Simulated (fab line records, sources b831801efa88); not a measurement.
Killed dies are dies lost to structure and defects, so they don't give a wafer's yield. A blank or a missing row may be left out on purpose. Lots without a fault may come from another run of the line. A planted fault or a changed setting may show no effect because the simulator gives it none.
fab line records | flow gf180mcu
record lots=12 wafers=36 last_day=34
route steps=602 shown STI@4 VT_IMPLANT@132 POLY_GATE@168
lots that met no fault: from a run of the same line without faults
start_h: hours from the record's first day to the start of the lot's first wafer shown | wait_h: hours since the lot's step before | " the same as in the row above | L1.1+2: a row that stands for several wafers | - no value, or no start given | * or withheld: withheld | < > ~ a bound
route shown NAME@n: a module of which the file shows steps, and the number in the route of the first | usual: mean/standard deviation of fault-free wafers | same: alike in all rows | chamber/n: place in a boat | sites: the reading at each site | _std_site: their standard deviation | _edge_site: outer sites' mean less inner sites' | radius_mm: how far each site lies from the wafer's centre | mask NAME#n: copy n | behind: the tool/chamber that last shaped the wafer | hold: why the lot was held/for how many hours/how that ended | device: the transistor (n, p or np) that didn't switch | end of line: the same wafers' tests at the end of the route | a step without rows: its recipe alone | killed: dies lost to structure and defects at the first sort, not the wafer's yield | map: a wafer's dies, x killed, . not, _ none there
set.NAME: the setting as run; set.NAME@STEP: as run at that earlier step | model.NAME: the simulator's own value behind a step, which no gauge read
steps of the route over a sample of lots; a table a step, a row a wafer
services: from which hour (start_h, from the record's first day; less than 0 if before it) a tool's chamber was out of use, for how many hours, and why
## steps
# step GF_STI_CVD_03
# recipe material=Si3N4 precursor=DCS/NH3 target_thk_nm=207.16 temp_c=770 time_s=3551 pressure_mtorr=250
# usual pressure_mtorr=250.0/0.53 spike_tc_centre_C=770.1/0.98 spike_tc_top_C=785.2/1.3 zone_power_centre_pct=12.2/0.88
# columns lot.wafer tool chamber start_h wait_h pressure_mtorr spike_tc_centre_C spike_tc_top_C zone_power_centre_pct
L945.1 lpcvd-01 1 11.57 0.1 250.3 770.4 787.2 13.3
L945.5 " 1 " " 249.2 771.4 787.6 13.4
L945.6 " 1 " " 249.4 773.2 788.6 13.3
L947.1 lpcvd-02 1 22.45 0.1 250.2 769.5 785.4 13.2
L947.4 " 1 " " 250.3 769.7 786.3 13.4
L947.5 " 1 " " 250.3 770.1 785.9 13.1
L948.3 lpcvd-01 0 26.57 0.0 249.8 771.1 783.7 11.8
L948.4 " 0 " " 250.1 770.7 785.0 12.1
L948.6 " 0 " " 249.6 769.6 784.9 11.8
L949.2 lpcvd-02 0 31.57 0.0 249.3 771.8 783.6 10.9
L949.3 " 0 " " 249.5 770.3 783.5 11.0
L949.5 " 0 " " 249.8 771.3 784.1 11.1
L951.4 lpcvd-02 1 41.86 0.0 250.9 769.9 785.3 13.1
L951.5 " 1 " " 249.9 770.1 785.9 13.0
L951.6 " 1 " " 249.9 770.9 784.6 12.9
L952.2 lpcvd-02 1 46.57 0.0 250.8 770.2 788.2 13.1
L952.4 " 1 " " 250.1 770.5 787.1 13.2
L952.5 " 1 " " 250.9 770.0 784.6 13.4
L955.1 lpcvd-02 1 61.57 0.1 249.7 780.9 786.4 16.3
L955.3 " 1 " " 249.4 780.9 786.8 16.0
L955.4 " 1 " " 249.7 782.0 785.4 16.2
L956.1 lpcvd-02 1 66.57 0.1 250.0 782.3 786.7 16.0
L956.3 " 1 " " 250.5 782.3 786.6 16.1
L956.5 " 1 " " 249.6 781.8 786.1 16.1
L959.2 lpcvd-01 0 85.28 0.0 249.2 769.1 785.0 11.9
L959.3 " 0 " " 248.8 772.0 786.4 11.9
L959.5 " 0 " " 249.1 769.8 783.5 11.8
L965.1 lpcvd-01 0 111.57 0.1 250.8 770.0 785.0 11.8
L965.2 " 0 " " 250.6 769.6 785.2 11.8
L965.4 " 0 " " 251.1 770.6 783.7 11.8
L966.2 lpcvd-01 0 116.57 0.0 250.3 770.8 784.6 11.8
L966.5 " 0 " " 250.0 769.5 786.3 11.8
L966.6 " 0 " " 250.7 770.2 786.4 11.7
L968.3 lpcvd-01 0 126.62 0.0 250.3 771.4 785.3 12.0
L968.4 " 0 " " 249.8 770.9 784.4 11.8
L968.5 " 0 " " 251.0 769.8 784.6 11.9
# step GF_STI_THK_MEAS_04
# recipe reads=Si3N4_of_STI_CVD_03
# usual STI_CVD_03_THK=206.8/2.1
# columns lot.wafer tool chamber start_h wait_h hold STI_CVD_03_THK[nm]
L945.1 film_metro-02 - 13.56 0.0 - 205.7
L945.5 " - " " - 205.4
L945.6 " - " " - 205.1
L947.1 film_metro-04 - 24.43 0.0 - 203.3
L947.4 " - " " - 205.4
L947.5 " - " " - 204.5
L948.3 film_metro-03 - 28.58 0.0 - 207.6
L948.4 " - " " - 204.7
L948.6 " - " " - 205.2
L949.2 film_metro-02 - 33.57 0.0 - 206.5
L949.3 " - " " - 208.5
L949.5 " - " " - 209.1
L951.4 film_metro-03 - 43.88 0.0 - 204.4
L951.5 " - " " - 204.6
L951.6 " - " " - 205.9
L952.2 film_metro-03 - 48.57 0.0 - 208.1
L952.4 " - " " - 209.2
L952.5 " - " " - 208.7
L955.1 film_metro-03 - 63.56 0.0 await_dispo/0.2h/release 210.7
L955.3 " - " " await_dispo/0.2h/release 216.2
L955.4 " - " " await_dispo/0.2h/release 218.4
L955.1 film_metro-03 - 63.79 0.2 - 210.6
L955.3 " - " " - 216.3
L955.4 " - " " - 218.2
L956.1 film_metro-03 - 68.56 0.0 await_dispo/0.2h/release 216.8
L956.3 " - " " await_dispo/0.2h/release 213.8
L956.5 " - " " await_dispo/0.2h/release 209.3
L956.1 film_metro-03 - 68.79 0.2 - 216.6
L956.3 " - " " - 213.8
L956.5 " - " " - 209.2
L959.2 film_metro-04 - 87.27 0.0 - 206.5
L959.3 " - " " - 206.9
L959.5 " - " " - 205.7
L965.1 film_metro-03 - 113.56 0.0 - 204.4
L965.2 " - " " - 204.7
L965.4 " - " " - 204.1
L966.2 film_metro-03 - 118.57 0.0 - 209.7
L966.5 " - " " - 209.2
L966.6 " - " " - 207.9
L968.3 film_metro-04 - 128.63 0.0 - 209.2
L968.4 " - " " - 208.4
L968.5 " - " " - 209.9
# step GF_VT_IMPLANT_STRIP_42
# recipe chemistry=O2/N2 power_w=1400 pressure_mtorr=1500 platen_temp_c=250 o2_flow_sccm=3000 n2_flow_sccm=300 overash_fraction=0.5
# usual drypump_motor_current_A=6.0/0.4 heater_power_w=351/36 o2_flow_sccm=3000/8.7 oes_product_au=0.717/0.0049 strip_time_to_endpoint_s=12.728/0.028
# columns lot.wafer tool chamber start_h wait_h drypump_motor_current_A heater_power_w o2_flow_sccm oes_product_au rf_hours_counter_h strip_time_to_endpoint_s
L945.1 plasma_asher-03 1 157.13 0.1 6.1 332 3006 0.711 48 12.699
L945.5 " 1 " " 6.1 323 3000 0.720 - 12.725
L945.6 " 0 " " 5.2 364 2984 0.707 - 12.661
L947.1 plasma_asher-03 0 168.44 0.1 5.1 353 2994 0.720 49 12.765
L947.4 " 0 " " 5.1 360 3003 0.722 - 12.736
L947.5 " 0 " " 5.1 354 2993 0.726 - 12.712
L948.3 plasma_asher-03 1 175.21 0.1 6.1 328 2984 0.711 - 12.734
L948.4 " 0 " " 5.1 360 3000 0.720 - 12.752
L948.6 " 1 " " 6.1 325 2988 0.717 - 12.723
L949.2 plasma_asher-03 0 182.59 0.1 5.2 358 2999 0.717 50 12.724
L949.3 " 0 " " 5.2 363 3006 0.723 - 12.759
L949.5 " 1 " " 6.1 327 2996 0.718 - 12.738
L951.4 plasma_asher-04 0 195.23 0.1 6.1 319 2998 0.718 - 12.740
L951.5 " 1 " " 6.2 332 2999 0.713 - 12.780
L951.6 " 0 " " 6.1 311 2996 0.716 - 12.771
L952.2 plasma_asher-02 1 208.18 0.1 6.6 416 2992 0.719 10 12.727
L952.4 " 0 " " 6.0 398 2998 0.718 - 12.799
L952.5 " 1 " " 6.6 405 2978 0.725 - 12.782
L955.1 plasma_asher-02 1 227.83 0.1 6.6 410 3007 0.721 12 12.773
L955.3 " 0 " " 6.0 408 3004 0.717 - 12.753
L955.4 " 1 " " 6.5 415 3022 0.707 - 12.747
L956.1 plasma_asher-04 0 239.38 0.1 6.1 313 3017 0.726 62 12.759
L956.3 " 0 " " 6.1 314 3000 0.720 - 12.750
L956.5 " 0 " " 6.1 317 3018 0.716 - 12.750
L959.2 plasma_asher-02 0 257.09 0.1 6.0 390 2994 0.717 15 12.704
L959.3 " 1 " " 6.6 399 2993 0.714 - 12.663
L959.5 " 0 " " 6.0 394 2976 0.714 - 12.722
L965.1 plasma_asher-02 1 291.63 0.1 6.6 407 2994 0.713 19 12.722
L965.2 " 0 " " 6.0 388 3013 0.711 19 12.709
L965.4 " 1 " " 6.6 415 3013 0.717 - 12.732
L966.2 plasma_asher-04 0 295.49 0.1 6.1 310 2995 0.722 67 12.699
L966.5 " 0 " " 6.1 310 2992 0.714 - 12.722
L966.6 " 1 " " 6.3 330 2993 0.718 - 12.692
L968.3 plasma_asher-04 1 311.61 0.1 6.2 330 2983 0.717 - 12.737
L968.4 " 0 " " 6.1 313 3005 0.717 - 12.735
L968.5 " 1 " " 6.3 322 2997 0.708 - 12.767
# step GF_POLY_GATE_OVL_MEAS_11
# usual POLY_GATE_OVL=0/4.8
# columns lot.wafer tool chamber start_h wait_h POLY_GATE_OVL[nm]
L945.1 overlay-02 - 195.78 0.1 2
L945.5 " - " " 1
L945.6 " - " " 0
L947.1 overlay-02 - 205.91 0.1 6
L947.4 " - " " 0
L947.5 " - " " 10
L948.3 overlay-01 - 213.49 0.1 -6
L948.4 " - " " -9
L948.6 " - " " -1
L949.2 overlay-02 - 222.12 0.1 -3
L949.3 " - " " -1
L949.5 " - " " -2
L951.4 overlay-01 - 238.80 0.1 1
L951.5 " - " " 0
L951.6 " - " " 1
L952.2 overlay-01 - 249.03 0.1 -3
L952.4 " - " " 4
L952.5 " - " " -1
L955.1 overlay-01 - 271.26 0.1 3
L955.3 " - " " 5
L955.4 " - " " 4
L956.1 overlay-01 - 284.61 0.1 2
L956.3 " - " " -2
L956.5 " - " " -6
L959.2 overlay-01 - 302.18 0.1 -3
L959.3 " - " " -4
L959.5 " - " " -4
L965.1 overlay-01 - 338.93 0.1 3
L965.2 " - " " 9
L965.4 " - " " 3
L966.2 overlay-01 - 343.97 0.1 2
L966.5 " - " " 4
L966.6 " - " " 5
L968.3 overlay-01 - 361.17 0.1 -3
L968.4 " - " " 0
L968.5 " - " " 4
# step GF_POLY_GATE_ETCH_12
# recipe chemistry=N2/H2 target_depth_a=withheld overetch_a=withheld time_s=withheld target=BARC ion_energy_ev=200 source_w=500 bias_w=100 pressure_mtorr=30 n2_flow_sccm=100 h2_flow_sccm=200
# usual bias_w=100.0/0.31 drypump_motor_current_A=5.7/0.41 oes_product_au=0.736/0.005 throttle_valve_pct=13.215/0.01
# columns lot.wafer tool chamber start_h wait_h bias_w drypump_motor_current_A oes_product_au throttle_valve_pct
L945.1 rie_diel-02 0 195.81 0.0 99.8 5.8 0.738 13.210
L945.5 " 0 " " 99.4 5.8 0.725 13.227
L945.6 " 1 " " 99.5 5.3 0.735 13.216
L947.1 rie_diel-01 1 205.95 0.0 100.2 5.8 0.735 13.225
L947.4 " 1 " " 100.1 5.8 0.736 13.207
L947.5 " 0 " " 100.0 6.5 0.729 13.197
L948.3 rie_diel-01 3 213.51 0.0 99.8 5.8 0.740 13.200
L948.4 " 1 " " 99.8 5.7 0.735 13.228
L948.6 " 0 " " 99.9 6.5 0.734 13.207
L949.2 rie_diel-01 1 222.15 0.0 100.2 5.8 0.729 13.219
L949.3 " 3 " " 100.3 5.8 0.734 13.209
L949.5 " 1 " " 100.2 5.8 0.728 13.209
L951.4 rie_diel-01 3 238.84 0.0 99.8 5.8 0.742 13.229
L951.5 " 2 " " 99.9 5.5 0.732 13.223
L951.6 " 1 " " 99.7 5.8 0.743 13.221
L952.2 rie_diel-01 0 249.06 0.0 100.0 6.5 0.746 13.219
L952.4 " 3 " " 100.0 5.8 0.741 13.222
L952.5 " 0 " " 99.8 6.5 0.739 13.192
L955.1 rie_diel-01 1 271.30 0.0 99.7 5.8 0.735 13.237
L955.3 " 2 " " 99.7 5.4 0.729 13.222
L955.4 " 3 " " 99.2 5.8 0.734 13.213
L956.1 rie_diel-01 2 284.65 0.0 99.9 5.4 0.737 13.229
L956.3 " 3 " " 99.6 5.8 0.734 13.225
L956.5 " 3 " " 100.4 5.8 0.744 13.218
L959.2 rie_diel-01 0 302.21 0.0 100.3 6.5 0.736 13.193
L959.3 " 1 " " 100.1 5.8 0.737 13.222
L959.5 " 3 " " 100.0 5.8 0.738 13.239
L965.1 rie_diel-01 1 338.96 0.0 99.3 5.7 0.737 13.203
L965.2 " 0 " " 99.7 6.5 0.743 13.204
L965.4 " 3 " " 100.3 5.8 0.734 13.223
L966.2 rie_diel-01 1 344.00 0.0 99.8 5.8 0.736 13.216
L966.5 " 3 " " 100.1 5.8 0.729 13.208
L966.6 " 0 " " 99.4 6.5 0.727 13.211
L968.3 rie_diel-03 3 361.20 0.0 100.5 5.7 0.737 13.227
L968.4 " 1 " " 99.7 5.6 0.740 13.193
L968.5 " 3 " " 100.3 5.7 0.734 13.216
## services
# columns tool chamber start_h hours kind
plasma_asher-04 - -5.06 0.9 repair
rie_diel-03 1 5.13 5.5 repair
rie_diel-03 0 15.39 5.1 repair
plasma_asher-02 - 34.76 3.8 repair
plasma_asher-02 - 43.35 0.5 repair
plasma_asher-02 - 45.35 1.0 repair
rie_diel-02 3 53.41 10.9 repair
rie_diel-02 2 54.73 7.9 repair
rie_diel-02 - 59.38 0.4 repair
plasma_asher-02 - 108.75 9.0 pm
plasma_asher-03 - 133.18 3.0 repair
lpcvd-01 - 147.22 28.1 pm
rie_diel-01 1 153.68 1.6 repair
plasma_asher-02 - 169.18 1.9 repair
rie_diel-01 3 201.47 6.3 repair
plasma_asher-04 - 229.64 2.8 pm
lpcvd-01 - 271.04 1.0 repair
plasma_asher-02 - 279.03 0.8 repair
plasma_asher-02 - 297.74 2.8 pm
rie_diel-01 - 302.44 0.6 repair
lpcvd-02 - 303.08 2.8 pm
plasma_asher-02 - 310.36 3.6 repair
lpcvd-02 - 318.29 4.4 repair
rie_diel-01 - 327.33 2.9 repair
## key
first_sign step=GF_STI_CVD_03 reading=spike_tc_centre_C direction=up sigmas=12 usual=770.1 struck=781.7
effect step=GF_STI_CVD_03 reading=zone_power_centre_pct direction=up sigmas=4.5 usual=12.2 struck=16.1
effect step=GF_STI_THK_MEAS_04 reading=visit direction=added
met_at GF_STI_CVD_03
struck_lots L955,L956
rows_end L955.1,L955.3,L955.4
tester_left_out L956
not_acting_at GF_VT_IMPLANT_STRIP_42,GF_POLY_GATE_OVL_MEAS_11,GF_POLY_GATE_ETCH_12
onset_between 46.57 61.57
fault kind=process_parameter_drift tool=lpcvd-02 chamber=- onset_h=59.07 steps=GF_STI_CVD_03 channel=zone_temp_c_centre offset=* shape=step end_h=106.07
# tester_left_out: of these lots the tester's yield and bins aren't shown, on N5 and GAA mostly nor the transistor test; their killed dies are dies lost to structure and defects alone, not to doping, threshold or leakage, so they don't give the yield
# rows_end: these wafers met a further fault down the route, and their rows from its step on are left out
